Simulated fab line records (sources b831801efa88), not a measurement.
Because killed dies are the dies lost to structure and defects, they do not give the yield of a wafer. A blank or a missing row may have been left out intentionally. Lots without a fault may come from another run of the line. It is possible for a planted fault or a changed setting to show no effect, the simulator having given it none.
Matching of chambers	flow sky130	SKY_CONTACT_CMP_27 on cmp-01: 4 sister chambers
The step polishes, stops on SiO2, t overpolish 15 s, target thk 0 nm. 4 wafers are shown with their chamber, then 7 later ones without.

WAFERS PAIRED WITH THEIR CHAMBERS
wafer	chamber	motor current A (A)
L582.1	2	12.5
L583.6	0	12.0
L589.1	1	9.7
L589.2	3	10.5

WAFERS WITHOUT THEIR CHAMBER
wafer	motor current A (A)
L589.3	12.5
L593.4	11.8
L593.5	10.7
L593.6	11.8
L596.4	11.3
L596.5	11.7
L596.6	10.6

WHICH CHAMBER EACH WENT THROUGH
wafer	from the rows above	in truth
L589.3	can't be placed: 2 or 0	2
L593.4	can't be placed: 0 or 2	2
L593.5	3	3
L593.6	can't be placed: 0 or 2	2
L596.4	can't be placed: 0 or 3 or 2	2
L596.5	can't be placed: 0 or 2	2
L596.6	3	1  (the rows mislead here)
1 of 7 placed correctly. Unplaceable from these rows: 5, with the true chamber sitting among the candidates in 5. Number placed wrongly: 1.
How it was worked out, from the rows above alone: a wafer's distance from a chamber is the root of the sum, over the readings, of the square of ((its reading less the chamber's mean) divided by the reading's scatter). If the next closest chamber is less than 2 further off than the closest, the wafer can't be placed; otherwise it belongs to the closest. For every chamber, the mean is computed from those of its wafers that are shown. The scatter: root of mean squared gap, hidden wafer to nearest shown wafer, with one shown wafer a chamber.
